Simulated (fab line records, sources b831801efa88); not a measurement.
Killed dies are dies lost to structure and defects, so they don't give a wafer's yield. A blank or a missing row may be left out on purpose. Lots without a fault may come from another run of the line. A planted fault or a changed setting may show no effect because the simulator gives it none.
Which tool did it? | flow gf180mcu | 14 lots, 42 wafers sampled, at 4 steps of a route of 602

WHAT THE GAUGES READ, wafer by wafer
GF_HV_LDD_CD_MEAS_31: target cd 400 nm. Usual: cd_nm 402.3 nm, standard deviation 2.8.
lot  | measured     | on        | cd_nm (nm)        | flag
L950 | day 12 22:39 | cd_sem-02 | 397.7 396.4 398.4 |
L951 | day 13 09:04 | cd_sem-02 | 407.2 407.3 404.1 |
L955 | day 14 17:32 | cd_sem-02 | 400.8 401.2 400.5 |
L956 | day 14 22:13 | cd_sem-01 | 398.3 399.0 399.7 |
L957 | day 15 04:07 | cd_sem-02 | 404.2 404.9 403.6 |
L959 | day 15 18:16 | cd_sem-01 | 400.1 399.5 401.4 |
L960 | day 16 00:00 | cd_sem-01 | 408.9 406.6 405.6 |
L963 | day 17 02:37 | cd_sem-02 | 405.8 404.5 404.2 |
L965 | day 17 14:39 | cd_sem-02 | 402.6 400.6 401.6 |
L967 | day 18 08:07 | cd_sem-02 | 405.6 402.8 400.4 |
L968 | day 18 20:49 | cd_sem-02 | 402.7 398.6 400.8 |
L969 | day 18 23:23 | cd_sem-02 | 404.6 403.3 406.5 |
L971 | day 19 09:10 | cd_sem-01 | 401.4 404.2 401.9 |
L972 | day 20 00:07 | cd_sem-01 | 400.7 401.6 402.2 |

GF_NSD_OVL_MEAS_08. Usual: NSD_OVL -0.1 nm, standard deviation 1.2.
lot  | measured     | on         | NSD_OVL (nm)   | flag
L950 | day 14 21:56 | overlay-02 | -0.7 -1.2 -0.4 |
L951 | day 15 09:14 | overlay-02 | -1.3 -1.7 -0.7 |
L955 | day 16 19:53 | overlay-01 | 1.1 0.4 -0.8   |
L956 | day 17 00:14 | overlay-02 | 1.8 2.9 2.2    |
L957 | day 17 05:56 | overlay-02 | -0.3 -1.2 0.1  |
L959 | day 17 21:56 | overlay-01 | 1.3 3.6 0.2    |
L960 | day 18 04:37 | overlay-02 | 1.2 0.4 0.1    |
L963 | day 19 08:14 | overlay-02 | 0.2 1.0 0.3    |
L965 | day 19 21:05 | overlay-01 | 0.9 0.2        |
L967 | day 20 15:25 | overlay-02 | -0.7 -2.3 -1.2 |
L968 | day 21 03:58 | overlay-01 | 0.1            |
L969 | day 21 06:38 | overlay-02 | -0.7 -1.1 0.3  |
L971 | day 21 19:14 | overlay-01 | -2.7 -1.4 -0.9 |
L972 | day 22 05:03 | overlay-01 | -1.9 -2.6 -0.4 |

GF_NSD_TW_MEAS_12. Usual: NSD_TW 4231, standard deviation 50.
lot  | measured     | on            | NSD_TW         | flag
L950 | day 14 22:22 | film_metro-04 | 4124 4147 4142 |
L951 | day 15 09:40 | film_metro-01 | 4231 4249 4215 |
L955 | day 16 20:19 | film_metro-01 | 4265 4252 4257 |
L956 | day 17 00:47 | film_metro-04 | 4133 4145 4149 |
L957 | day 17 06:23 | film_metro-04 | 4181 4176 4162 |
L959 | day 17 22:23 | film_metro-04 | 4152 4178 4167 |
L960 | day 18 05:04 | film_metro-02 | 4287 4297 4284 |
L963 | day 19 08:40 | film_metro-02 | 4273 4264 4288 |
L965 | day 19 21:31 | film_metro-02 | 4277 4250      |
L967 | day 20 15:52 | film_metro-04 | 4183 4167 4191 |
L968 | day 21 04:25 | film_metro-01 | 4246           |
L969 | day 21 07:05 | film_metro-02 | 4267 4259 4262 |
L971 | day 21 19:41 | film_metro-04 | 4163 4176 4181 |
L972 | day 22 05:30 | film_metro-01 | 4269 4269 4253 |

WHICH TOOL RAN EACH LOT (tool, then ch and the chambers of the sampled wafers, then the start)
lot  | GF_HV_LDD_ETCHBACK_58
L950 | rie_diel-01 ch 0,1,3, day 14 00:32
L951 | rie_diel-01 ch 0,1,3, day 14 11:13
L955 | rie_diel-01 ch 1,2, day 15 20:05
L956 | rie_diel-01 ch 0,2,3, day 16 00:40
L957 | rie_diel-02 ch 0,2,3, day 16 06:38
L959 | rie_diel-02 ch 0,2,3, day 16 21:59
L960 | rie_diel-04 ch 2,3, day 17 03:59
L963 | rie_diel-04 ch 0,1,2, day 18 07:10
L965 | rie_diel-04 ch 1,2,3, day 18 19:04
L967 | rie_diel-01 ch 2,3, day 19 14:11
L968 | rie_diel-04 ch 0,1,2, day 20 03:04
L969 | rie_diel-02 ch 1,2,3, day 20 05:07
L971 | rie_diel-02 ch 1,3, day 20 14:43
L972 | rie_diel-02 ch 0,1,3, day 21 05:32
- GF_HV_LDD_ETCHBACK_58: etches Si3N4 in CH3F/O2, stops on SiO2, time 100 s, target depth 90 nm.

WHAT THE TOOLS THEMSELVES READ (means of the sampled wafers that have a number; where no wafer has one, the mark that the record gives instead)
GF_HV_LDD_ETCHBACK_58. Usual: drypump_motor_current_A 5.7 A, standard deviation 0.37; oes_product_au 0.840 a.u., standard deviation 0.0058; run_length_s 128.2 s, standard deviation 0.4; throttle_valve_pct 10.561 %, standard deviation 0.0086.
lot  | tool        | drypump_motor_current_A (A) | oes_product_au (a.u.) | run_length_s (s) | throttle_valve_pct (%) | flag
L950 | rie_diel-01 | 5.9                         | 0.837                 | 128.2            | 10.562                 |
L951 | rie_diel-01 | 5.9                         | 0.833                 | 128.2            | 10.564                 |
L955 | rie_diel-01 | 6.2                         | 0.837                 | 127.7            | 10.562                 |
L956 | rie_diel-01 | 5.8                         | 0.835                 | 128.1            | 10.559                 |
L957 | rie_diel-02 | 5.6                         | 0.840                 | 128.4            | 10.559                 |
L959 | rie_diel-02 | 5.6                         | 0.848                 | 128.4            | 10.561                 |
L960 | rie_diel-04 | 5.7                         | 0.835                 | 128.3            | 10.567                 |
L963 | rie_diel-04 | 5.8                         | 0.842                 | 128.2            | 10.562                 |
L965 | rie_diel-04 | 6.0                         | 0.897                 | 118.0            | 10.566                 | OFF
L967 | rie_diel-01 | 5.7                         | 0.842                 | 128.0            | 10.572                 |
L968 | rie_diel-04 | 5.8                         | 0.940                 | 107.6            | 10.573                 | OFF
L969 | rie_diel-02 | 5.6                         | 0.841                 | 128.3            | 10.556                 |
L971 | rie_diel-02 | 5.7                         | 0.843                 | 128.3            | 10.554                 |
L972 | rie_diel-02 | 5.5                         | 0.840                 | 128.1            | 10.565                 |

THE ANSWER, worked out from the rows above alone
Rule: a lot is off if the mean of its wafers that have a number lies more than 3 standard deviations from the usual mean. A lot without any number at a reading at which 4 lots or more have one is off too. The other lots that the step has rows for count as sound. The gauges are gone through in route order, then the tools' own readings, and for those a lot's mean is taken as printed above. The first step at which some lot is off is used, and at that step the reading that is off furthest; a lot without a number counts as furthest.
Off: L965, L968, at GF_HV_LDD_ETCHBACK_58 (run_length_s).
A tool fits if, at that step or a process step before it, it ran every lot that is off, and no sound lot after the first of them. One fits: rie_diel-04 at GF_HV_LDD_ETCHBACK_58. Its last sound lot is L963 (day 18 07:10), its first lot that is off L965 (day 18 19:04): a fault that began between those two fits.
The tool's own readings at GF_HV_LDD_ETCHBACK_58 bear it out: on the lots that are off they differ by more than 5 times the standard deviation of the sound lots' means. oes_product_au reads 0.918 a.u. there against 0.839 a.u. on the sound lots; run_length_s reads 112.8 s there against 128.2 s on the sound lots.

WHAT THE SIMULATOR HAD PUT IN
Process parameter drift: rie_diel-04, from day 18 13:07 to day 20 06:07, at GF_HV_LDD_ETCHBACK_58. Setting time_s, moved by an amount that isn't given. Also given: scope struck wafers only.
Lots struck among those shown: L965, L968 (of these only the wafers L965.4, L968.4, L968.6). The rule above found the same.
